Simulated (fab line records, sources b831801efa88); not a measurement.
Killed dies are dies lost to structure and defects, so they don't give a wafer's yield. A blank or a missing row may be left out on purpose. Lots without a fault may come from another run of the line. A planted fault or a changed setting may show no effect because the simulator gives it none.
fab line records | flow sky130
record lots=12 wafers=36 last_day=50
route steps=708 shown VIA2@523 CAPM@538 PAD_OPEN@708
lots that met no fault: from a run of the same line without faults
start_h: hours from the record's first day to the start of the lot's first wafer shown | wait_h: hours since the lot's step before | " the same as in the row above | L1.1+2: a row that stands for several wafers | - no value, or no start given | * or withheld: withheld | < > ~ a bound
route shown NAME@n: a module of which the file shows steps, and the number in the route of the first | usual: mean/standard deviation of fault-free wafers | same: alike in all rows | chamber/n: place in a boat | sites: the reading at each site | _std_site: their standard deviation | _edge_site: outer sites' mean less inner sites' | radius_mm: how far each site lies from the wafer's centre | mask NAME#n: copy n | behind: the tool/chamber that last shaped the wafer | hold: why the lot was held/for how many hours/how that ended | device: the transistor (n, p or np) that didn't switch | end of line: the same wafers' tests at the end of the route | a step without rows: its recipe alone | killed: dies lost to structure and defects at the first sort, not the wafer's yield | map: a wafer's dies, x killed, . not, _ none there
set.NAME: the setting as run; set.NAME@STEP: as run at that earlier step | model.NAME: the simulator's own value behind a step, which no gauge read
steps of the route over a sample of lots; a table a step, a row a wafer
services: from which hour (start_h, from the record's first day; less than 0 if before it) a tool's chamber was out of use, for how many hours, and why
## steps
# step SKY_VIA2_STRIP_16
# recipe chemistry=O2/N2 power_w=1400 pressure_mtorr=1500 platen_temp_c=withheld o2_flow_sccm=3000 n2_flow_sccm=300 overash_fraction=0.5
# usual chamber_pressure_mTorr=1500.1/1.4 drypump_motor_current_A=5.9/0.45 oes_product_au=0.399/0.0048 strip_time_to_endpoint_s=4.05/0.035
# columns lot.wafer tool chamber start_h wait_h chamber_pressure_mTorr drypump_motor_current_A oes_product_au rf_hours_counter_h strip_time_to_endpoint_s
L436.2 plasma_asher-02 1 851.57 0.0 1501.3 5.7 0.398 78 4.09
L436.3 " 1 " " 1498.7 5.8 0.402 - 4.13
L436.6 " 1 " " 1498.3 5.7 0.389 - 4.09
L443.2 plasma_asher-01 0 912.21 0.0 1501.8 5.8 0.403 104 4.10
L443.3 " 1 " " 1502.2 6.7 0.403 - 4.02
L443.6 " 1 " " 1497.7 6.7 0.398 - 4.05
L446.2 plasma_asher-01 1 933.70 0.0 1500.7 6.7 0.401 106 4.07
L446.3 " 0 " " 1500.8 5.8 0.397 - 4.04
L446.6 " 0 " " 1497.7 5.8 0.396 - 4.03
L445.2 plasma_asher-04 1 937.02 0.0 1498.5 5.9 0.397 49 4.09
L445.3 " 1 " " 1503.2 5.9 0.403 - 4.05
L445.6 " 1 " " 1498.6 5.9 0.401 - 4.10
L449.2 plasma_asher-04 1 956.66 0.0 1502.3 5.9 0.401 51 4.05
L449.3 " 1 " " 1501.0 5.9 0.392 - 4.06
L449.6 " 1 " " 1500.1 5.9 0.390 - 4.04
L452.1 plasma_asher-02 0 972.92 0.0 1499.9 5.9 0.403 90 4.13
L452.2 " 1 " " 1504.3 5.7 0.411 90 4.06
L452.4 " 0 " " 1499.2 5.9 0.398 - 4.13
L453.1 plasma_asher-02 0 979.22 0.0 - - - - -
L453.2 " 1 " " - - - - -
L453.6 " 1 " " - - - - -
L454.3 plasma_asher-01 1 982.29 0.1 - - - - -
L454.4 " 0 " " - - - - -
L454.5 " 0 " " - - - - -
L455.3 plasma_asher-04 1 987.24 0.1 - - - - -
L455.4 " 0 " " - - - - -
L455.5 " 1 " " - - - - -
L456.1 plasma_asher-02 1 994.31 0.0 1499.4 5.7 0.397 92 4.03
L456.2 " 0 " " 1499.2 5.9 0.406 92 4.04
L456.5 " 1 " " 1502.1 5.7 0.397 - 4.00
L457.2 plasma_asher-04 0 1016.12 0.0 1496.9 5.2 0.397 57 4.03
L457.5 " 1 " " 1501.3 5.9 0.390 - 4.01
L457.6 " 0 " " 1499.9 5.2 0.397 - 4.05
L458.1 plasma_asher-02 0 1017.15 0.0 1495.7 5.9 0.399 95 4.04
L458.2 " 1 " " 1501.3 5.7 0.398 95 4.03
L458.6 " 0 " " 1500.6 6.0 0.398 - 4.06
# step SKY_VIA2_CMP_24
# recipe stop_on=SiO2 t_overpolish_s=20 down_force_psi=3.5 platen_rpm=60 target_thk_nm=0 pad_velocity_m_s=0.94248
# usual motor_current_A=11.2/0.77 overpolish_run_s=20.001/0.01 retaining_ring_pressure_frac=1.000/0.0048 slurry_flow_ml_min=150.0/0.49 time_to_endpoint_s=102/3.9
# same t_overpolish_s=20
# columns lot.wafer tool chamber start_h wait_h motor_current_A overpolish_run_s retaining_ring_pressure_frac slurry_flow_ml_min time_to_endpoint_s
L436.2 cmp-01 1 852.60 0.1 11.7 20.004 1.000 149.2 100
L436.3 " 3 " " 10.7 20.018 1.000 149.9 104
L436.6 " 0 " " 10.6 20.005 0.999 150.0 104
L443.3 cmp-02 1 914.11 1.0 10.8 20.000 1.007 149.1 104
L443.2 " 0 " " 11.0 19.993 0.999 149.5 102
L443.6 " 1 " " 10.3 19.990 1.002 150.3 108
L446.3 cmp-02 0 934.72 0.1 12.0 20.009 0.998 150.6 102
L446.2 " 2 " " 11.7 20.003 1.011 150.6 106
L446.6 " 3 " " 11.8 20.005 1.005 150.1 100
L445.2 cmp-01 2 938.15 0.1 10.3 20.002 1.006 150.0 111
L445.3 " 3 " " 11.2 19.995 1.003 149.5 101
L445.6 " 0 " " 9.9 19.992 0.999 149.8 110
L449.3 cmp-02 3 957.66 0.0 12.2 20.028 0.997 150.0 95
L449.2 " 0 " " 10.5 19.984 1.000 149.5 106
L449.6 " 3 " " 11.6 20.004 0.994 150.2 101
L452.2 cmp-02 2 973.92 0.0 11.6 20.012 0.997 148.8 98
L452.4 " 3 " " 12.0 20.001 1.000 149.5 97
L452.1 " 0 " " 11.0 19.983 0.996 149.9 99
L453.1 cmp-02 2 980.24 0.1 11.8 19.994 0.998 149.6 99
L453.2 " 3 " " 11.5 20.011 1.000 149.9 97
L453.6 " 1 " " 10.2 19.996 0.990 150.1 103
L454.4 cmp-01 0 983.70 0.1 10.3 19.995 1.001 150.9 108
L454.3 " 2 " " 10.1 19.988 0.995 150.5 103
L454.5 " 3 " " 10.8 19.980 1.012 150.8 101
L455.4 cmp-01 2 988.62 0.1 10.3 19.993 0.999 150.2 105
L455.3 " 3 " " 11.8 20.012 0.993 149.9 101
L455.5 " 2 " " 10.0 20.002 1.002 149.5 103
L456.1 cmp-02 0 995.32 0.1 11.6 20.003 1.000 150.0 101
L456.2 " 1 " " 10.4 20.006 1.000 149.6 103
L456.5 " 0 " " 11.5 19.996 1.005 150.2 103
L457.2 cmp-01 1 1017.11 0.1 13.2 20.009 0.997 149.2 96
L457.6 " 1 " " 11.8 20.003 0.994 149.3 96
L457.5 " 2 " " 9.8 20.008 0.999 150.4 101
L458.1 cmp-01 3 1018.38 0.3 11.0 20.003 0.996 149.8 100
L458.2 " 0 " " 10.5 20.000 1.006 149.8 108
L458.6 " 1 " " 12.2 20.015 1.001 150.0 97
# step SKY_CAPM_THK_MEAS_01
# recipe reads=SiO2_of_CAPM_CVD_00
# usual CAPM_CVD_00_THK=15.64/0.21
# columns lot.wafer tool chamber start_h wait_h CAPM_CVD_00_THK[nm]
L436.2 film_metro-03 - 853.03 - 15.56
L436.3 " - " " 15.65
L436.6 " - " " 15.72
L443.2 film_metro-03 - 914.60 - 15.22
L443.3 " - " " 15.66
L443.6 " - " " 15.54
L446.2 film_metro-03 - 935.15 - 15.18
L446.3 " - " " 15.78
L446.6 " - " " 15.91
L445.2 film_metro-03 - 938.53 - 15.75
L445.3 " - " " 15.76
L445.6 " - " " 15.80
L449.2 film_metro-01 - 958.16 - 15.60
L449.3 " - " " 15.70
L449.6 " - " " 15.60
L452.1 film_metro-01 - 974.41 - 15.32
L452.2 " - " " 15.50
L452.4 " - " " 15.54
L456.1 film_metro-03 - 995.75 - 15.26
L456.2 " - " " 15.40
L456.5 " - " " 15.76
L457.2 film_metro-03 - 1017.60 - 15.42
L457.5 " - " " 15.52
L457.6 " - " " 15.65
L458.1 film_metro-01 - 1018.75 - 15.40
L458.2 " - " " 15.58
L458.6 " - " " 15.34
# step SKY_PAD_OPEN_PROBE_99
# usual defect_limited_yield=82.4/1.9 killed_at_M0_to_M3=44/7.1 killed_at_M4_up=3.5/2 killed_at_contacts=24/5.3 killed_at_front_end=15/4.8 killed_at_other=0.1/0.35 killed_dies=86/9.3 killed_on_rim=17/4 killed_open=47/7.8 killed_short=39/5.9 sort_bin_3_pad_short=0.8/0.42 sort_bin_5_function=10.3/1.4 sort_bin_6_memory=6.4/1.1 sort_bin_8_speed=0.00/0.034 sort_n_pass=406/9.3 sort_yield_pct=82.4/1.9
# same gross_dies=492 killed_at_back_side=0 sort_bin_4_leakage[%]=0
# columns lot.wafer tool chamber start_h wait_h defect_limited_yield[%] killed_at_M0_to_M3 killed_at_M4_up killed_at_contacts killed_at_front_end killed_at_other killed_dies killed_on_rim killed_open killed_short sort_bin_3_pad_short[%] sort_bin_5_function[%] sort_bin_6_memory[%] sort_bin_8_speed[%] sort_n_pass sort_yield_pct[%]
L446.2 prober-02 - 1143.40 0.1 83.5 47 4 17 13 0 81 16 30 51 0.4 10.6 5.5 0 411 83.5
L446.3 prober-02 - 1143.45 0.2 81.1 52 2 28 11 0 93 21 52 41 0.6 12.6 5.7 0 399 81.1
L446.6 prober-02 - 1143.60 0.2 83.5 40 4 25 12 0 81 15 48 33 0.4 8.3 7.7 0 411 83.5
L445.2 prober-01 - 1144.99 0.1 80.3 58 4 21 13 1 97 20 55 42 0.6 11.0 8.1 0 395 80.3
L445.3 prober-01 - 1145.04 0.2 81.3 51 3 21 17 0 92 27 54 38 1.0 11.2 6.5 0 400 81.3
L445.6 prober-01 - 1145.19 0.2 81.3 41 5 22 24 0 92 15 43 49 1.0 11.6 6.1 0 400 81.3
L449.2 prober-02 - 1161.61 0.1 85.6 33 6 19 13 0 71 10 36 35 1.2 9.3 3.9 0 421 85.6
L449.3 prober-02 - 1161.66 0.2 83.3 40 0 21 21 0 82 16 40 42 0.6 10.4 5.7 0 410 83.3
L449.6 prober-02 - 1161.81 0.2 77.6 57 3 32 18 0 110 15 61 49 1.4 13.4 7.5 0 382 77.6
L452.1 prober-01 - 1174.43 0.1 83.9 39 2 25 13 0 79 6 43 36 0.8 9.3 5.9 0 413 83.9
L452.2 prober-01 - 1174.48 0.1 83.7 33 2 29 16 0 80 13 42 38 0.4 11.4 4.5 0 412 83.7
L452.4 prober-01 - 1174.58 0.2 81.1 39 5 33 16 0 93 18 52 41 0.4 11.4 7.1 0 399 81.1
L453.1 prober-02 - 1175.26 0.1 0 456 4 22 10 0 492 96 40 42 1.2 93.7 5.1 0 0 0
L453.2 prober-02 - 1175.31 0.1 0 459 1 19 13 0 492 96 51 39 0.4 91.3 8.3 0 0 0
L453.6 prober-02 - 1175.51 0.2 0 452 4 22 14 0 492 96 33 50 0.8 92.7 6.5 0 0 0
L454.3 prober-01 - 1179.86 0.2 0 442 5 27 17 1 492 96 56 41 0.2 92.1 7.7 0 0 0
L454.4 prober-01 - 1179.91 0.2 0 453 7 24 8 0 492 96 32 48 1.8 93.9 4.3 0 0 0
L454.5 prober-01 - 1179.96 0.2 0 445 1 32 14 0 492 96 37 50 1.2 92.5 6.3 0 0 0
L455.3 prober-02 - 1182.77 0.2 0 446 1 29 16 0 492 96 45 41 0.6 93.5 5.9 0 0 0
L455.4 prober-02 - 1182.82 0.2 0 450 5 28 9 0 492 96 39 46 0.4 93.1 6.5 0 0 0
L455.5 prober-02 - 1182.87 0.2 0 445 7 18 22 0 492 96 48 38 0.6 94.1 5.3 0 0 0
L457.2 prober-02 - 1204.09 0.1 81.5 49 2 25 14 1 91 20 55 36 0.6 11.0 6.9 0 401 81.5
L457.5 prober-02 - 1204.24 0.2 80.9 59 2 27 6 0 94 19 51 43 0.2 11.2 7.7 0 398 80.9
L457.6 prober-02 - 1204.29 0.2 80.5 54 4 24 14 0 96 19 49 47 0.8 10.8 7.9 0 396 80.5
L458.1 prober-02 - 1204.79 0.1 81.5 45 2 32 12 0 91 17 51 40 0.2 11.2 7.1 0 401 81.5
L458.2 prober-02 - 1204.84 0.1 84.1 35 3 22 18 0 78 15 52 26 0.4 8.7 6.7 0 414 84.1
L458.6 prober-02 - 1205.04 0.2 81.7 34 3 45 8 0 90 16 54 36 1.6 8.5 8.1 0 402 81.7
# killed by level:class
L446.2 VIA1:geometric_particle:short=9 METAL1:geometric_particle:short=9 VIA3:geometric_particle:open=9 CONTACT:geometric_particle:open=7 FIELD_ISO:geometric_particle:short=6 VIA2:geometric_particle:short=6 CONTACT:geometric_particle:short=5 VIA2:geometric_particle:open=5
L446.3 VIA1:geometric_particle:open=13 LI_CONTACT:geometric_particle:open=12 METAL1:geometric_particle:short=9 VIA2:geometric_particle:open=6 LOCAL_INTERCONNECT:geometric_particle:short=6 VIA3:geometric_particle:open=6 POLY_GATE:geometric_particle:open=5 FIELD_ISO:geometric_particle:short=4
L446.6 VIA3:geometric_particle:open=12 CONTACT:geometric_particle:open=11 LI_CONTACT:geometric_particle:open=6 VIA1:geometric_particle:open=6 METAL2:geometric_particle:short=6 VIA2:geometric_particle:open=5 VIA2:geometric_particle:short=5 POLY_GATE:geometric_particle:short=4
L445.2 VIA1:geometric_particle:open=17 CONTACT:geometric_particle:open=10 METAL2:geometric_particle:short=10 VIA1:geometric_particle:short=9 VIA2:geometric_particle:open=6 FIELD_ISO:geometric_particle:open=5 LI_CONTACT:geometric_particle:open=5 METAL1:geometric_particle:short=4
L445.3 VIA1:geometric_particle:open=15 CONTACT:geometric_particle:open=8 VIA2:geometric_particle:short=7 VIA2:geometric_particle:open=6 POLY_GATE:geometric_particle:open=5 VIA1:geometric_particle:short=5 VIA3:geometric_particle:open=5 LI_CONTACT:geometric_particle:open=4
L445.6 CONTACT:geometric_particle:open=12 METAL2:geometric_particle:short=9 VIA1:geometric_particle:open=7 FIELD_ISO:geometric_particle:open=6 VIA2:geometric_particle:open=6 FIELD_ISO:geometric_particle:short=5 LOCAL_INTERCONNECT:geometric_particle:short=5 METAL1:geometric_particle:short=5
L449.2 VIA2:geometric_particle:open=7 LI_CONTACT:geometric_particle:open=7 VIA1:geometric_particle:open=7 FIELD_ISO:geometric_particle:short=4 POLY_GATE:geometric_particle:short=4 CONTACT:geometric_particle:open=4 CONTACT:geometric_particle:short=4 METAL4:geometric_particle:short=4
L449.3 VIA1:geometric_particle:open=15 CONTACT:geometric_particle:open=7 FIELD_ISO:geometric_particle:short=6 POLY_GATE:geometric_particle:short=6 METAL2:geometric_particle:short=6 POLY_GATE:geometric_particle:open=5 LI_CONTACT:geometric_particle:open=5 METAL1:geometric_particle:short=5
L449.6 LI_CONTACT:geometric_particle:open=12 CONTACT:geometric_particle:open=10 VIA1:geometric_particle:open=9 METAL2:geometric_particle:short=8 POLY_GATE:geometric_particle:open=7 VIA3:geometric_particle:short=7 VIA3:geometric_particle:open=7 VIA2:geometric_particle:open=7
L452.1 LI_CONTACT:geometric_particle:open=8 CONTACT:geometric_particle:open=8 VIA1:geometric_particle:short=8 VIA3:geometric_particle:open=7 VIA1:geometric_particle:open=6 VIA2:geometric_particle:open=6 FIELD_ISO:geometric_particle:short=4 CONTACT:geometric_particle:short=4
L452.2 CONTACT:geometric_particle:open=11 LI_CONTACT:geometric_particle:open=8 VIA1:geometric_particle:open=8 METAL2:geometric_particle:short=8 VIA2:geometric_particle:open=7 FIELD_ISO:geometric_particle:short=5 POLY_GATE:geometric_particle:short=5 LOCAL_INTERCONNECT:geometric_particle:short=4
L452.4 CONTACT:geometric_particle:open=14 VIA3:geometric_particle:open=9 VIA1:geometric_particle:open=9 LI_CONTACT:geometric_particle:open=6 METAL1:geometric_particle:short=6 FIELD_ISO:geometric_particle:open=5 FIELD_ISO:geometric_particle:short=5 LOCAL_INTERCONNECT:geometric_particle:short=5
L453.1 VIA2:area_sputter=410 METAL1:geometric_particle:short=10 VIA1:geometric_particle:open=8 LI_CONTACT:geometric_particle:open=7 VIA2:geometric_particle:open=6 VIA3:geometric_particle:open=6 LI_CONTACT:geometric_particle:short=4 CONTACT:geometric_particle:short=4
L453.2 VIA2:area_sputter=402 VIA1:geometric_particle:open=11 CONTACT:geometric_particle:open=10 VIA3:geometric_particle:open=10 METAL2:geometric_particle:short=7 METAL1:geometric_particle:short=6 VIA2:geometric_particle:open=5 LI_CONTACT:geometric_particle:open=4
L453.6 VIA2:area_sputter=409 CONTACT:geometric_particle:open=8 VIA1:geometric_particle:open=8 FIELD_ISO:geometric_particle:short=7 VIA1:geometric_particle:short=7 VIA2:geometric_particle:open=6 LI_CONTACT:geometric_particle:open=5 CONTACT:geometric_particle:short=5
L454.3 VIA2:area_sputter=395 VIA1:geometric_particle:open=13 VIA2:geometric_particle:open=11 LI_CONTACT:geometric_particle:open=10 LOCAL_INTERCONNECT:geometric_particle:short=6 METAL2:geometric_particle:short=6 FIELD_ISO:geometric_particle:open=5 CONTACT:geometric_particle:open=5
L454.4 VIA2:area_sputter=412 LI_CONTACT:geometric_particle:open=7 VIA1:geometric_particle:short=7 VIA1:geometric_particle:open=7 VIA3:geometric_particle:open=6 METAL4:geometric_particle:short=6 CONTACT:geometric_particle:short=5 VIA3:geometric_particle:short=5
L454.5 VIA2:area_sputter=405 LI_CONTACT:geometric_particle:open=10 METAL2:geometric_particle:short=10 CONTACT:geometric_particle:open=7 VIA1:geometric_particle:open=6 LOCAL_INTERCONNECT:geometric_particle:short=6 CONTACT:geometric_particle:short=6 METAL1:geometric_particle:short=6
L455.3 VIA2:area_sputter=406 VIA1:geometric_particle:open=11 CONTACT:geometric_particle:open=9 CONTACT:geometric_particle:short=6 VIA2:geometric_particle:open=6 LI_CONTACT:geometric_particle:open=5 LI_CONTACT:geometric_particle:short=5 METAL2:geometric_particle:short=5
L455.4 VIA2:area_sputter=407 CONTACT:geometric_particle:short=9 VIA1:geometric_particle:open=9 CONTACT:geometric_particle:open=7 VIA2:geometric_particle:open=7 VIA2:geometric_particle:short=6 METAL2:geometric_particle:short=6 VIA3:geometric_particle:open=6
L455.5 VIA2:area_sputter=406 VIA1:geometric_particle:open=9 VIA2:geometric_particle:open=9 FIELD_ISO:geometric_particle:short=7 LI_CONTACT:geometric_particle:open=7 FIELD_ISO:geometric_particle:open=6 METAL4:geometric_particle:short=6 VIA1:geometric_particle:short=6
L457.2 VIA1:geometric_particle:open=12 LI_CONTACT:geometric_particle:open=8 CONTACT:geometric_particle:open=7 CONTACT:geometric_particle:short=7 VIA2:geometric_particle:open=7 VIA3:geometric_particle:open=6 VIA1:geometric_particle:short=5 METAL2:geometric_particle:short=5
L457.5 VIA1:geometric_particle:open=14 VIA2:geometric_particle:open=13 LI_CONTACT:geometric_particle:open=8 CONTACT:geometric_particle:open=8 CONTACT:geometric_particle:short=6 LI_CONTACT:geometric_particle:short=5 METAL1:geometric_particle:short=5 VIA1:geometric_particle:short=5
L457.6 VIA1:geometric_particle:open=13 VIA2:geometric_particle:open=10 CONTACT:geometric_particle:open=7 VIA1:geometric_particle:short=7 METAL1:geometric_particle:short=6 VIA3:geometric_particle:open=6 CONTACT:geometric_particle:short=5 FIELD_ISO:geometric_particle:short=4
L458.1 CONTACT:geometric_particle:open=11 VIA1:geometric_particle:open=10 CONTACT:geometric_particle:short=9 METAL2:geometric_particle:short=8 VIA3:geometric_particle:open=7 METAL1:geometric_particle:short=7 LI_CONTACT:geometric_particle:open=7 VIA2:geometric_particle:open=4
L458.2 CONTACT:geometric_particle:open=10 VIA1:geometric_particle:open=9 POLY_GATE:geometric_particle:open=8 LI_CONTACT:geometric_particle:open=6 VIA1:geometric_particle:short=5 LOCAL_INTERCONNECT:geometric_particle:short=4 METAL2:geometric_particle:short=4 VIA2:geometric_particle:open=4
L458.6 CONTACT:geometric_particle:open=16 LI_CONTACT:geometric_particle:open=14 CONTACT:geometric_particle:short=7 VIA1:geometric_particle:open=7 LOCAL_INTERCONNECT:geometric_particle:short=6 VIA3:geometric_particle:short=5 VIA3:geometric_particle:open=5 METAL3:geometric_particle:short=4
## services
# columns tool chamber start_h hours kind
cmp-02 - 831.64 2.7 repair
cmp-01 - 834.07 5.2 repair
plasma_asher-01 - 837.02 6.3 repair
plasma_asher-01 - 872.86 2.8 pm
cmp-02 - 892.55 1.7 repair
plasma_asher-02 - 892.86 1.8 repair
cmp-02 - 909.06 1.4 repair
cmp-02 - 911.59 1.9 repair
cmp-01 - 912.00 4.0 pm
cmp-01 - 916.00 - consumable_replace:conditioner
cmp-01 - 916.00 - consumable_replace:pad
cmp-02 - 931.26 2.0 repair
plasma_asher-02 - 949.83 2.0 repair
cmp-02 - 1014.86 12.2 pm
plasma_asher-01 - 1015.16 38.0 repair
## key
first_sign step=SKY_VIA2_STRIP_16 reading=tool_record direction=missing
effect step=SKY_PAD_OPEN_PROBE_99 reading=sort_bin_5_function direction=up sigmas=61 usual=10.3 struck=93.0
more_kills_born_at SKY_VIA2_SPUTTER_20@pvd_sputter-02=3652
met_at SKY_VIA2_STRIP_16
struck_lots L453,L454,L455
later_rows_left_out L453.1,L453.2,L453.6,L454.3,L454.4,L454.5,L455.3,L455.4,L455.5
not_acting_at SKY_VIA2_CMP_24,SKY_CAPM_THK_MEAS_01
onset_between 972.92 979.22
fault kind=skipped_step_whole tool=plasma_asher-01,plasma_asher-02,plasma_asher-04 chamber=- onset_h=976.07 steps=SKY_VIA2_STRIP_16 scope=struck_lots_only
# later_rows_left_out: the simulator's readings of these wafers behind a module that went badly wrong aren't trusted and aren't shown, but for the sort
